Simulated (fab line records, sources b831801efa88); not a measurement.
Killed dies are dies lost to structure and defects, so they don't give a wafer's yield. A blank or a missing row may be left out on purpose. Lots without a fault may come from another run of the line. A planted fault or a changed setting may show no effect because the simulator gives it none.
fab line records | flow sky130
record lots=11 wafers=33 last_day=50
route steps=708 shown METAL3@566 VIA4@653 PAD_OPEN@708
lots that met no fault: from a run of the same line without faults
start_h: hours from the record's first day to the start of the lot's first wafer shown | wait_h: hours since the lot's step before | " the same as in the row above | L1.1+2: a row that stands for several wafers | - no value, or no start given | * or withheld: withheld | < > ~ a bound
route shown NAME@n: a module of which the file shows steps, and the number in the route of the first | usual: mean/standard deviation of fault-free wafers | same: alike in all rows | chamber/n: place in a boat | sites: the reading at each site | _std_site: their standard deviation | _edge_site: outer sites' mean less inner sites' | radius_mm: how far each site lies from the wafer's centre | mask NAME#n: copy n | behind: the tool/chamber that last shaped the wafer | hold: why the lot was held/for how many hours/how that ended | device: the transistor (n, p or np) that didn't switch | end of line: the same wafers' tests at the end of the route | a step without rows: its recipe alone | killed: dies lost to structure and defects at the first sort, not the wafer's yield | map: a wafer's dies, x killed, . not, _ none there
set.NAME: the setting as run; set.NAME@STEP: as run at that earlier step | model.NAME: the simulator's own value behind a step, which no gauge read
steps of the route over a sample of lots; a table a step, a row a wafer
services: from which hour (start_h, from the record's first day; less than 0 if before it) a tool's chamber was out of use, for how many hours, and why
## steps
# step SKY_METAL3_ETCH_16
# recipe chemistry=N2/H2 target=BARC ion_energy_ev=200 bias_w=100 pressure_mtorr=30 n2_flow_sccm=100 h2_flow_sccm=200 icp_w=500 stop_on=SiO2 time_s=88.2 target_depth_a=600
# usual drypump_motor_current_A=6.1/0.37 oes_product_au=0.626/0.0048 rf_fwd_power_W=496.5/2.1 throttle_valve_pct=13.204/0.0088
# columns lot.wafer tool chamber start_h wait_h drypump_motor_current_A oes_product_au rf_fwd_power_W rf_hours_counter_h throttle_valve_pct
L865.2 rie_metal-04 1 907.95 0.0 6.6 0.632 496.6 16 13.200
L865.4 " 1 " " 6.6 0.623 497.7 - 13.205
L865.6 " 1 " " 6.6 0.621 497.3 - 13.194
L869.1 rie_metal-04 0 930.35 0.0 5.8 0.623 492.8 1 13.205
L869.5 " 1 " " 6.6 0.628 498.8 - 13.195
L869.6 " 0 " " 5.8 0.622 492.5 - 13.211
L870.4 rie_metal-02 1 937.55 0.0 5.5 0.623 494.9 - 13.214
L870.5 " 1 " " 5.6 0.625 496.2 - 13.196
L870.6 " 0 " " 6.2 0.627 493.6 - 13.210
L872.2 rie_metal-02 0 951.50 0.0 6.2 0.625 495.7 12 13.200
L872.4 " 1 " " 5.5 0.632 496.8 - 13.202
L872.6 " 1 " " 5.5 0.631 496.5 - 13.211
L878.2 rie_metal-04 0 1016.45 0.0 5.8 0.627 496.3 6 13.206
L878.4 " 0 " " 5.8 0.623 495.4 - 13.208
L878.5 " 1 " " 6.6 0.627 498.1 - 13.206
L879.1 rie_metal-02 0 1018.40 0.0 6.2 0.634 499.0 15 13.199
L879.3 " 0 " " 6.2 0.628 496.4 - 13.201
L879.4 " 1 " " 5.5 0.625 494.6 - 13.193
L882.2 rie_metal-02 0 1019.40 0.0 6.2 0.622 495.4 15 13.183
L882.3 " 0 " " 6.2 0.624 496.5 - 13.194
L882.6 " 1 " " 5.5 0.622 499.1 - 13.205
L883.1 rie_metal-04 1 1020.97 0.0 6.5 0.630 496.0 23 13.215
L883.3 " 0 " " 5.9 0.634 492.6 - 13.212
L883.4 " 1 " " 6.5 0.628 496.9 - 13.196
L884.2 rie_metal-02 1 1024.30 0.0 5.6 0.621 499.5 19 13.212
L884.5 " 1 " " 5.5 0.614 498.2 - 13.203
L884.6 " 0 " " 6.2 0.625 494.6 - 13.187
L885.1 rie_metal-02 1 1033.05 0.0 5.5 0.627 498.2 20 13.197
L885.4 " 0 " " 6.2 0.641 499.4 - 13.203
L885.6 " 0 " " 6.2 0.628 496.4 - 13.207
L888.2 rie_metal-02 1 1054.20 0.0 5.6 0.630 497.5 21 13.184
L888.4 " 1 " " 5.5 0.628 497.9 - 13.204
L888.6 " 1 " " 5.6 0.617 500.2 - 13.206
# step SKY_METAL3_STRIP_19
# recipe chemistry=O2/N2 power_w=1400 pressure_mtorr=1500 platen_temp_c=withheld o2_flow_sccm=3000 n2_flow_sccm=300 overash_fraction=0.5
# usual chamber_pressure_mTorr=1500.1/1.3 drypump_motor_current_A=5.7/0.57 oes_product_au=0.504/0.0059 strip_time_to_endpoint_s=6.59/0.073
# columns lot.wafer tool chamber start_h wait_h chamber_pressure_mTorr drypump_motor_current_A oes_product_au rf_hours_counter_h strip_time_to_endpoint_s
L865.2 plasma_asher-02 1 908.24 0.1 1501.1 6.4 0.501 16 6.49
L865.4 " 1 " " 1501.3 6.5 0.501 - 6.54
L865.6 " 1 " " 1501.8 6.5 0.503 - 6.54
L869.1 plasma_asher-02 0 930.64 0.1 1500.9 5.1 0.503 19 6.58
L869.5 " 1 " " 1498.1 6.4 0.503 - 6.55
L869.6 " 0 " " 1502.0 5.1 0.510 - 6.63
L870.4 plasma_asher-01 0 937.85 0.1 1500.2 6.1 0.500 - 6.52
L870.5 " 0 " " 1499.7 6.1 0.507 - 6.53
L870.6 " 1 " " 1501.9 5.2 0.510 - 6.66
L872.2 plasma_asher-01 0 951.79 0.1 1498.9 6.1 0.502 113 6.55
L872.4 " 1 " " 1499.4 5.2 0.509 - 6.75
L872.6 " 0 " " 1501.3 6.1 0.515 - 6.61
L878.2 plasma_asher-01 0 1016.74 0.1 1499.7 6.1 0.503 121 6.62
L878.4 " 1 " " 1499.3 5.2 0.510 - 6.55
L878.5 " 1 " " 1500.3 5.2 0.510 - 6.65
L879.1 plasma_asher-02 0 1018.69 0.1 1498.5 5.1 0.501 22 6.64
L879.3 " 0 " " 1499.4 5.1 0.500 - 6.64
L879.4 " 1 " " 1500.5 6.4 0.502 - 6.56
L882.2 plasma_asher-01 1 1019.69 0.1 1500.9 5.2 0.497 122 6.54
L882.3 " 0 " " 1499.1 6.1 0.500 - 6.65
L882.6 " 0 " " 1500.5 6.1 0.511 - 6.67
L883.1 plasma_asher-02 0 1021.26 0.1 1500.8 5.1 0.506 22 6.51
L883.3 " 0 " " 1497.9 5.1 0.491 - 6.49
L883.4 " 1 " " 1501.6 6.4 0.506 - 6.56
L884.2 plasma_asher-03 1 1024.59 0.1 1499.3 6.3 0.507 94 6.60
L884.5 " 0 " " 1502.0 5.2 0.496 - 6.48
L884.6 " 1 " " 1499.6 6.3 0.498 - 6.55
L885.1 plasma_asher-02 0 1033.34 0.1 1501.3 5.1 0.501 23 6.54
L885.4 " 0 " " 1503.8 5.1 0.503 - 6.60
L885.6 " 0 " " 1500.6 5.1 0.497 - 6.56
L888.2 plasma_asher-02 1 1054.67 0.2 1499.4 6.4 0.501 26 6.55
L888.4 " 1 " " 1499.7 6.4 0.505 - 6.57
L888.6 " 1 " " 1500.6 6.4 0.502 - 6.54
# step SKY_VIA4_STRIP_14
# recipe chemistry=post_etch_residue_remover time_s=1200 temp_c=72.5
# usual bath_guard_temp_C=72.2/0.76 bath_heat_duty_pct=14.6/1.7
# columns lot.wafer tool chamber start_h wait_h bath_guard_temp_C bath_heat_duty_pct
L865.2 wet_bench-04 3 1009.94 0.1 71.5 13.4
L865.4 " 3 " " 71.4 12.4
L865.6 " 3 " " 71.7 15.7
L869.1 wet_bench-04 1 1030.87 0.1 - -
L869.5 " 1 " " - -
L869.6 " 1 " " - -
L870.4 wet_bench-03 0 1039.12 0.0 - -
L870.5 " 0 " " - -
L870.6 " 0 " " - -
L872.2 wet_bench-03 3 1050.49 0.1 72.7 16.0
L872.4 " 3 " " 72.7 16.2
L872.6 " 3 " " 72.6 16.0
L878.2 wet_bench-04 3 1107.77 0.1 71.4 13.9
L878.4 " 3 " " 71.7 13.1
L878.5 " 3 " " 71.2 15.0
L879.1 wet_bench-03 0 1109.39 0.1 73.5 17.0
L879.3 " 0 " " 73.5 16.9
L879.4 " 0 " " 73.2 16.9
L882.2 wet_bench-04 0 1111.64 0.1 71.5 15.6
L882.3 " 0 " " 71.9 13.8
L882.6 " 0 " " 71.4 13.0
L883.1 wet_bench-04 0 1112.92 0.1 71.8 14.1
L883.3 " 0 " " 71.7 14.7
L883.4 " 0 " " 71.7 13.9
L884.2 wet_bench-01 1 1116.37 0.1 72.0 12.7
L884.5 " 1 " " 72.1 14.6
L884.6 " 1 " " 72.4 12.8
L885.1 wet_bench-04 0 1122.34 0.1 71.4 13.5
L885.4 " 0 " " 71.7 13.4
L885.6 " 0 " " 71.7 14.2
L888.2 wet_bench-03 0 1141.49 0.1 73.6 17.6
L888.4 " 0 " " 73.3 15.6
L888.6 " 0 " " 73.0 16.0
# step SKY_VIA4_SPUTTER_17
# recipe material=TiN target_thk_nm=20 chamber_pressure_pa=5 power_w=4000 time_s=80
# usual throttle_valve_pct=29.8/0.94
# columns lot.wafer tool chamber start_h wait_h throttle_valve_pct
L865.2 pvd_sputter-01 - 1010.43 0.0 29.8
L865.4 " - " " 30.7
L865.6 " - " " 30.9
L869.1 pvd_sputter-02 - 1031.41 0.0 27.4
L869.5 " - " " 28.9
L869.6 " - " " 30.6
L870.4 pvd_sputter-02 - 1039.61 0.0 30.3
L870.5 " - " " 27.6
L870.6 " - " " 30.4
L872.2 pvd_sputter-01 - 1051.01 0.0 30.8
L872.4 " - " " 29.8
L872.6 " - " " 30.0
L878.2 pvd_sputter-02 - 1108.30 0.0 30.6
L878.4 " - " " 30.6
L878.5 " - " " 30.7
L879.1 pvd_sputter-02 - 1110.30 0.0 30.4
L879.3 " - " " 30.7
L879.4 " - " " 29.0
L882.2 pvd_sputter-03 - 1112.21 0.0 30.5
L882.3 " - " " 30.5
L882.6 " - " " 30.4
L883.1 pvd_sputter-03 - 1113.47 0.0 30.3
L883.3 " - " " 30.4
L883.4 " - " " 30.5
L884.2 pvd_sputter-01 - 1116.86 0.0 29.2
L884.5 " - " " 30.1
L884.6 " - " " 30.1
L885.1 pvd_sputter-02 - 1122.89 0.0 30.3
L885.4 " - " " 30.6
L885.6 " - " " 30.3
L888.2 pvd_sputter-02 - 1142.02 0.0 27.7
L888.4 " - " " 29.1
L888.6 " - " " 30.6
# step SKY_PAD_OPEN_PROBE_99
# usual defect_limited_yield=82.7/2 killed_at_M0_to_M3=42/6.8 killed_at_M4_up=3.2/1.8 killed_at_contacts=25/5.4 killed_at_front_end=15/4.5 killed_at_other=0.3/0.56 killed_dies=85/9.7 killed_open=46/7.1 killed_short=39/6.5 sort_bin_3_pad_short=0.9/0.42 sort_bin_5_function=10.4/1.5 sort_bin_6_memory=6.1/1.1 sort_n_pass=407/9.7 sort_yield_pct=82.7/2
# same gross_dies=492 killed_at_back_side=0 sort_bin_4_leakage[%]=0 sort_bin_8_speed[%]=0
# columns lot.wafer tool chamber start_h wait_h defect_limited_yield[%] killed_at_M0_to_M3 killed_at_M4_up killed_at_contacts killed_at_front_end killed_at_other killed_dies killed_open killed_short sort_bin_3_pad_short[%] sort_bin_5_function[%] sort_bin_6_memory[%] sort_n_pass sort_yield_pct[%]
L870.5 prober-02 - 1107.39 0.2 83.7 30 3 34 12 1 80 47 33 0.8 9.8 5.7 412 83.7
L878.2 prober-01 - 1168.21 0.1 81.1 51 3 25 14 0 93 54 39 0.4 12.0 6.5 399 81.1
L878.4 prober-01 - 1168.31 0.2 80.1 43 1 35 19 0 98 53 45 0.8 13.6 5.5 394 80.1
L878.5 prober-01 - 1168.36 0.2 83.5 44 4 22 11 0 81 48 33 1.0 8.5 6.9 411 83.5
L879.1 prober-01 - 1169.83 0.1 79.9 53 5 25 16 0 99 48 51 1.4 11.8 6.9 393 79.9
L879.3 prober-01 - 1169.93 0.2 79.5 51 4 29 17 0 101 50 51 1.6 11.8 7.1 391 79.5
L879.4 prober-01 - 1169.98 0.2 82.9 44 1 28 10 1 84 50 34 0.4 10.0 6.7 408 82.9
# killed by level:class
L870.5 LI_CONTACT:geometric_particle:open=18 VIA1:geometric_particle:open=8 LOCAL_INTERCONNECT:geometric_particle:short=6 CONTACT:geometric_particle:open=6 FIELD_ISO:geometric_particle:open=5 METAL1:geometric_particle:short=5 POLY_GATE:geometric_particle:short=4 VIA1:geometric_particle:short=4
L878.2 VIA1:geometric_particle:open=10 METAL1:geometric_particle:short=9 VIA2:geometric_particle:open=9 LI_CONTACT:geometric_particle:open=8 CONTACT:geometric_particle:open=7 VIA3:geometric_particle:open=7 LOCAL_INTERCONNECT:geometric_particle:short=5 FIELD_ISO:geometric_particle:open=4
L878.4 LI_CONTACT:geometric_particle:open=12 VIA1:geometric_particle:open=9 CONTACT:geometric_particle:open=9 VIA2:geometric_particle:open=8 FIELD_ISO:geometric_particle:short=7 CONTACT:geometric_particle:short=7 VIA3:geometric_particle:open=6 METAL2:geometric_particle:short=4
L878.5 VIA3:geometric_particle:open=10 CONTACT:geometric_particle:open=9 LI_CONTACT:geometric_particle:open=6 VIA1:geometric_particle:open=6 VIA2:geometric_particle:open=5 METAL3:geometric_particle:short=4 VIA1:geometric_particle:short=4 METAL2:geometric_particle:short=4
L879.1 VIA1:geometric_particle:open=11 METAL1:geometric_particle:short=10 VIA2:geometric_particle:open=9 VIA1:geometric_particle:short=7 LI_CONTACT:geometric_particle:short=6 CONTACT:geometric_particle:short=6 CONTACT:geometric_particle:open=6 POLY_GATE:geometric_particle:short=5
L879.3 VIA1:geometric_particle:open=12 LI_CONTACT:geometric_particle:open=10 VIA2:geometric_particle:open=7 METAL1:geometric_particle:short=6 VIA1:geometric_particle:short=6 METAL2:geometric_particle:short=6 FIELD_ISO:geometric_particle:short=5 POLY_GATE:geometric_particle:short=5
L879.4 VIA1:geometric_particle:open=12 CONTACT:geometric_particle:open=10 METAL2:geometric_particle:short=8 LI_CONTACT:geometric_particle:open=7 VIA2:geometric_particle:open=7 VIA3:geometric_particle:open=7 LI_CONTACT:geometric_particle:short=5 POLY_GATE:geometric_particle:open=4
## services
# columns tool chamber start_h hours kind
rie_metal-04 0 886.69 - clean
rie_metal-04 0 886.69 19.4 scheduled_down
pvd_sputter-02 - 891.58 9.5 repair
rie_metal-02 0 893.96 8.7 repair
pvd_sputter-01 - 897.41 1.5 repair
pvd_sputter-03 - 918.92 2.0 repair
rie_metal-02 - 921.21 2.8 pm
plasma_asher-02 - 947.82 1.1 repair
plasma_asher-02 - 951.98 23.5 repair
pvd_sputter-01 - 957.61 5.0 repair
plasma_asher-02 - 975.45 28.1 pm
wet_bench-01 - 983.44 12.6 repair
pvd_sputter-02 - 1024.18 5.1 repair
plasma_asher-01 - 1055.25 9.0 pm
pvd_sputter-02 - 1072.05 6.8 repair
rie_metal-02 1 1093.86 - clean
rie_metal-02 1 1093.86 18.4 scheduled_down
rie_metal-02 1 1093.86 18.4 vent_cycle
plasma_asher-02 - 1105.18 4.0 repair
rie_metal-02 - 1118.64 2.6 repair
plasma_asher-03 - 1125.95 10.0 pm
plasma_asher-02 - 1126.70 1.7 repair
plasma_asher-02 - 1136.43 5.6 repair
rie_metal-04 - 1137.05 1.4 pm
## key
first_sign step=SKY_VIA4_STRIP_14 reading=tool_record direction=missing
effect none on later readings
met_at SKY_VIA4_STRIP_14
struck_lots L869,L870
not_acting_at SKY_METAL3_ETCH_16,SKY_METAL3_STRIP_19,SKY_VIA4_SPUTTER_17
onset_between 1009.94 1030.87
fault kind=skipped_step_whole tool=wet_bench-03,wet_bench-04 chamber=- onset_h=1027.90 steps=SKY_VIA4_STRIP_14 scope=struck_lots_only
